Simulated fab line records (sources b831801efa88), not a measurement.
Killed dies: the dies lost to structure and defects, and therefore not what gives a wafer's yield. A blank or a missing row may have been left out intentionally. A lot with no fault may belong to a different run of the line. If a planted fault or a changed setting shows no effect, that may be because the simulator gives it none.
fab line records    flow gf180mcu
record: lots: 14  wafers: 42  last-day: 34
route steps=602 shown POLY_GATE@169 HV_LDD@230 NSD@247 SAB@265
lots that met no fault: from a run of the same line without faults
start-h: start of the lot's first displayed wafer, in hours after the record's first day    wait-h: hours from the lot's prior step to this one    " as in the row above    L1.1+2: a row that stands for several wafers    - no value present, or no start provided    * or withheld: withheld    < > ~ a bound
route shown NAME@n: NAME is a module with steps in the file, n the number in the route of the first one    usual: mean and standard deviation over wafers with no fault    same: alike in all rows    chamber/n: place in a boat    sites: each site's reading    _std_site: standard deviation of those values    _edge_site: inner sites' mean taken away from outer sites' mean    radius-mm: for every site, how far away it sits from the centre of the wafer    mask NAME#n: copy n    behind: the most recent tool/chamber to have shaped the wafer    hold: what put the lot on hold/how long, in hours/how the hold closed    device: transistor that didn't switch, given as n, p or np    end of line: tests run on the same wafers once the route is complete    a step given without rows: its recipe and nothing more    killed: dies that structure and defects cost at the first sort, which is not the same as the wafer's yield    map: dies across one wafer; x = killed, . = not, _ = none there
set.NAME: setting as actually run; set.NAME@STEP: the setting as run at that earlier step    model.NAME: the simulator's own value behind a step, which no gauge read
steps of the route over a sample of lots; a table a step, a row a wafer
services: a tool's chamber out of use, with start hour (start-h, from the record's first day; less than 0 if before it), hours out, and reason
== steps ==
step: GF_POLY_GATE_ETCH_12
recipe: chemistry: N2/H2  target-depth-a: withheld  overetch-a: withheld  time-s: withheld  target: BARC  ion-energy-ev: 200  source-w: 500  bias-w: 100  pressure-mtorr: 30  n2-flow-sccm: 100  h2-flow-sccm: 200
usual: drypump-motor-current-A: 5.6/0.33  oes-product-au: 0.736/0.005  throttle-valve-pct: 13.215/0.0085
lot.wafer  tool         chamber  start-h  wait-h  drypump-motor-current-A  oes-product-au  throttle-valve-pct
L721.1     rie-diel-02  3        196.46   0.0     5.3                      0.734           13.223
L721.5     "            3        "        "       5.3                      0.732           13.220
L721.6     "            0        "        "       5.5                      0.739           13.207
L726.2     rie-diel-03  0        233.06   0.0     5.7                      0.741           13.213
L726.4     "            1        "        "       5.2                      0.726           13.216
L726.6     "            0        "        "       5.7                      0.739           13.211
L727.2     rie-diel-04  0        237.63   0.0     5.4                      0.727           13.217
L727.5     "            3        "        "       5.0                      0.737           13.208
L727.6     "            2        "        "       6.2                      0.738           13.194
L729.1     rie-diel-02  2        254.31   0.0     5.9                      0.737           13.213
L729.2     "            0        "        "       5.5                      0.737           13.204
L729.5     "            3        "        "       5.4                      0.735           13.216
L730.2     rie-diel-03  3        260.31   0.0     5.7                      0.734           13.210
L730.3     "            0        "        "       5.7                      0.732           13.211
L730.6     "            2        "        "       5.4                      0.728           13.221
L731.1     rie-diel-04  3        268.85   0.0     5.1                      0.736           13.216
L731.2     "            1        "        "       6.1                      0.733           13.203
L731.3     "            0        "        "       5.4                      0.738           13.220
L732.3     rie-diel-03  1        275.91   0.0     5.3                      0.738           13.214
L732.5     "            1        "        "       5.2                      0.736           13.216
L732.6     "            2        "        "       5.4                      0.741           13.225
L733.1     rie-diel-04  1        279.11   0.0     6.1                      0.732           13.214
L733.2     "            2        "        "       6.2                      0.731           13.204
L733.4     "            3        "        "       5.0                      0.731           13.193
L734.2     rie-diel-02  2        287.16   0.0     5.9                      0.743           13.224
L734.5     "            1        "        "       5.8                      0.741           13.213
L734.6     "            0        "        "       5.5                      0.741           13.204
L735.2     rie-diel-02  1        297.36   0.0     5.8                      0.736           13.205
L735.3     "            2        "        "       5.9                      0.740           13.211
L735.5     "            1        "        "       5.9                      0.735           13.217
L739.2     rie-diel-02  2        330.51   0.0     5.9                      0.730           13.221
L739.4     "            0        "        "       5.5                      0.739           13.215
L739.6     "            0        "        "       5.5                      0.734           13.213
L742.1     rie-diel-04  2        347.26   0.0     6.2                      0.728           13.225
L742.3     "            1        "        "       6.1                      0.735           13.222
L742.6     "            3        "        "       5.0                      0.741           13.211
L743.3     rie-diel-02  3        352.90   0.0     5.3                      0.732           13.210
L743.4     "            0        "        "       5.5                      0.736           13.221
L743.6     "            1        "        "       5.8                      0.742           13.205
L744.1     rie-diel-04  1        361.11   0.0     6.1                      0.739           13.204
L744.5     "            1        "        "       6.1                      0.730           13.206
L744.6     "            2        "        "       6.2                      0.719           13.203
step: GF_HV_LDD_CVD_54
recipe: material: SiO2  target-thk-nm: 10  precursor: TEOS  temp-c: 680  time-s: 75  pressure-mtorr: 400
lot.wafer   tool      chamber  start-h  wait-h
L721.1+5+6  lpcvd-01  0        272.32   0.1
L726.2+4+6  lpcvd-02  0        314.10   0.1
L727.2+5+6  lpcvd-02  0        319.47   0.1
L729.1+2+5  lpcvd-01  0        338.56   0.4
L730.2+3+6  lpcvd-02  1        344.84   0.1
L731.1+2+3  lpcvd-02  1        354.39   0.1
L732.3+5+6  lpcvd-01  1        363.60   0.1
L733.1+2+4  lpcvd-01  0        369.35   0.1
L734.2+5+6  lpcvd-01  0        375.41   0.1
L735.2+3+5  lpcvd-02  0        386.60   0.1
L739.2+4+6  lpcvd-02  1        425.25   0.1
L742.1+3+6  lpcvd-02  1        443.59   0.1
L743.3+4+6  lpcvd-01  0        449.90   0.1
L744.1+5+6  lpcvd-01  1        459.30   0.1
step: GF_HV_LDD_THK_MEAS_55
recipe: reads: SiO2_of_HV_LDD_CVD_54
usual: HV_LDD_CVD_54_THK: 9.98/0.098
lot.wafer  tool           chamber  start-h  wait-h  HV_LDD_CVD_54_THK[nm]
L721.1     film-metro-02  -        273.34   0.0     10.02
L721.5     "              -        "        "       10.08
L721.6     "              -        "        "       10.18
L726.2     film-metro-01  -        315.13   0.0     9.84
L726.4     "              -        "        "       9.98
L726.6     "              -        "        "       9.71
L727.2     film-metro-01  -        320.50   0.0     9.91
L727.5     "              -        "        "       10.06
L727.6     "              -        "        "       10.05
L729.1     film-metro-02  -        339.58   0.0     9.99
L729.2     "              -        "        "       10.09
L729.5     "              -        "        "       10.04
L730.2     film-metro-01  -        345.87   0.0     9.89
L730.3     "              -        "        "       9.90
L730.6     "              -        "        "       9.87
L731.1     film-metro-04  -        355.95   0.0     10.18
L731.2     "              -        "        "       10.15
L731.3     "              -        "        "       10.19
L732.3     film-metro-02  -        365.15   0.0     9.85
L732.5     "              -        "        "       10.00
L732.6     "              -        "        "       9.94
L733.1     film-metro-01  -        370.89   0.0     10.14
L733.2     "              -        "        "       10.05
L733.4     "              -        "        "       10.00
L734.2     film-metro-01  -        376.44   0.0     9.89
L734.5     "              -        "        "       9.91
L734.6     "              -        "        "       9.92
L735.2     film-metro-04  -        387.63   0.0     9.98
L735.3     "              -        "        "       9.91
L735.5     "              -        "        "       9.88
L739.2     film-metro-01  -        426.29   0.0     17.13
L739.4     "              -        "        "       17.05
L739.6     "              -        "        "       17.05
L742.1     film-metro-02  -        444.61   0.0     17.27
L742.3     "              -        "        "       17.34
L742.6     "              -        "        "       17.22
L743.3     film-metro-01  -        450.94   0.0     10.03
L743.4     "              -        "        "       10.03
L743.6     "              -        "        "       9.97
L744.1     film-metro-01  -        460.32   0.0     9.94
L744.5     "              -        "        "       9.99
L744.6     "              -        "        "       9.85
step: GF_NSD_TW_MEAS_12
usual: NSD_TW: 4219/42
lot.wafer  tool           chamber  start-h  wait-h  NSD_TW
L721.1     film-metro-02  -        294.61   0.1     4251
L721.5     "              -        "        "       4254
L721.6     "              -        "        "       4268
L726.2     film-metro-03  -        338.07   0.1     4186
L726.4     "              -        "        "       4186
L726.6     "              -        "        "       4181
L727.2     film-metro-03  -        344.22   0.1     4153
L727.5     "              -        "        "       4169
L727.6     "              -        "        "       4188
L729.1     film-metro-03  -        362.41   0.1     4191
L729.2     "              -        "        "       4199
L729.5     "              -        "        "       4177
L730.2     film-metro-02  -        369.87   0.1     4283
L730.3     "              -        "        "       4287
L730.6     "              -        "        "       4277
L731.1     film-metro-03  -        380.66   0.1     4178
L731.2     "              -        "        "       4175
L731.3     "              -        "        "       4180
L732.3     film-metro-01  -        390.08   0.1     4197
L732.5     "              -        "        "       4186
L732.6     "              -        "        "       4193
L733.1     film-metro-02  -        394.86   0.1     4221
L733.2     "              -        "        "       4247
L733.4     "              -        "        "       4249
L734.2     film-metro-03  -        401.80   0.1     4195
L734.5     "              -        "        "       4194
L734.6     "              -        "        "       4195
L735.2     film-metro-01  -        412.77   0.1     4201
L735.3     "              -        "        "       4201
L735.5     "              -        "        "       4177
L739.2     film-metro-02  -        452.07   0.1     4256
L739.4     "              -        "        "       4251
L739.6     "              -        "        "       4269
L742.1     film-metro-01  -        471.31   0.1     4201
L742.3     "              -        "        "       4213
L742.6     "              -        "        "       4200
L743.3     film-metro-01  -        477.81   0.1     4215
L743.4     "              -        "        "       4215
L743.6     "              -        "        "       4212
L744.1     film-metro-02  -        486.64   0.1     4250
L744.5     "              -        "        "       4256
L744.6     "              -        "        "       4267
step: GF_SAB_THK_MEAS_01
recipe: reads: SiO2_of_SAB_CVD_00
usual: SAB_CVD_00_THK: 49.8/0.57
lot.wafer  tool           chamber  start-h  wait-h  SAB_CVD_00_THK[nm]
L721.1     film-metro-04  -        316.01   0.0     50.1
L721.5     "              -        "        "       50.3
L721.6     "              -        "        "       49.8
L726.2     film-metro-01  -        360.08   0.0     49.4
L726.4     "              -        "        "       50.2
L726.6     "              -        "        "       49.6
L727.2     film-metro-03  -        366.72   0.0     49.3
L727.5     "              -        "        "       50.1
L727.6     "              -        "        "       50.3
L729.1     film-metro-04  -        385.46   0.0     49.5
L729.2     "              -        "        "       49.6
L729.5     "              -        "        "       49.7
L730.2     film-metro-04  -        392.67   0.0     49.7
L730.3     "              -        "        "       50.3
L730.6     "              -        "        "       50.4
L731.1     film-metro-04  -        404.40   0.0     48.9
L731.2     "              -        "        "       49.0
L731.3     "              -        "        "       48.7
L732.3     film-metro-01  -        414.48   0.0     49.1
L732.5     "              -        "        "       50.0
L732.6     "              -        "        "       50.6
L733.1     film-metro-04  -        418.87   0.0     49.1
L733.2     "              -        "        "       50.3
L733.4     "              -        "        "       51.2
L734.2     film-metro-01  -        425.77   0.0     50.3
L734.5     "              -        "        "       51.1
L734.6     "              -        "        "       50.5
L735.2     film-metro-01  -        437.01   0.0     49.3
L735.3     "              -        "        "       49.6
L735.5     "              -        "        "       49.9
L739.2     film-metro-01  -        477.21   0.0     49.6
L739.4     "              -        "        "       50.5
L739.6     "              -        "        "       50.1
L742.1     film-metro-01  -        496.09   0.0     49.2
L742.3     "              -        "        "       49.6
L742.6     "              -        "        "       50.1
L743.3     film-metro-01  -        501.83   0.0     49.6
L743.4     "              -        "        "       49.9
L743.6     "              -        "        "       50.7
L744.1     film-metro-03  -        511.28   0.0     49.2
L744.5     "              -        "        "       49.3
L744.6     "              -        "        "       49.6
== services ==
tool         chamber  start-h  hours  kind
rie-diel-04  1        216.18   9.2    repair
rie-diel-02  1        229.80   10.4   repair
rie-diel-03  1        234.95   -      clean
rie-diel-03  1        234.95   13.4   scheduled-down
rie-diel-03  1        234.95   13.4   vent-cycle
rie-diel-02  -        247.73   0.2    repair
rie-diel-02  0        294.93   -      clean
rie-diel-02  0        294.93   24.2   scheduled-down
rie-diel-02  0        294.93   24.2   vent-cycle
rie-diel-04  1        315.51   8.7    repair
rie-diel-03  1        349.67   2.4    repair
rie-diel-02  2        351.11   8.1    repair
rie-diel-03  3        389.08   7.5    repair
rie-diel-03  3        400.66   -      clean
rie-diel-03  3        400.66   17.2   scheduled-down
rie-diel-03  3        400.66   17.2   vent-cycle
rie-diel-04  3        419.22   8.1    repair
rie-diel-04  1        427.34   -      clean
rie-diel-04  1        427.34   14.1   scheduled-down
rie-diel-04  1        427.34   14.1   vent-cycle
rie-diel-04  0        438.72   9.1    repair
rie-diel-04  1        445.51   8.4    repair
rie-diel-03  -        451.38   14.6   pm
== key ==
first-sign: step: GF_HV_LDD_THK_MEAS_55  reading: HV_LDD_CVD_54_THK  direction: up  sigmas: 73  usual: 9.98  struck: 17.18
effect none on later readings
met-at GF_HV_LDD_CVD_54
struck-lots L739,L742
struck-wafers L739.2,L739.4,L739.6,L742.1,L742.3,L742.6
tester-left-out L739,L742
not-acting-at GF_POLY_GATE_ETCH_12,GF_NSD_TW_MEAS_12,GF_SAB_THK_MEAS_01
onset-between 354.39 425.25
fault: kind: process-parameter-drift  tool: lpcvd-02  chamber: 1  onset-h: 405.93  steps: GF_HV_LDD_CVD_54  channel: target-thk-nm  offset: 7.1824  shape: step  end-h: 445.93  acts-in: these-recipes-only  stated: 10
tester-left-out: of these lots the tester's yield and bins aren't shown, on N5 and GAA mostly nor the transistor test; their killed dies are dies lost to structure and defects alone, not to doping, threshold or leakage, so they don't give the yield
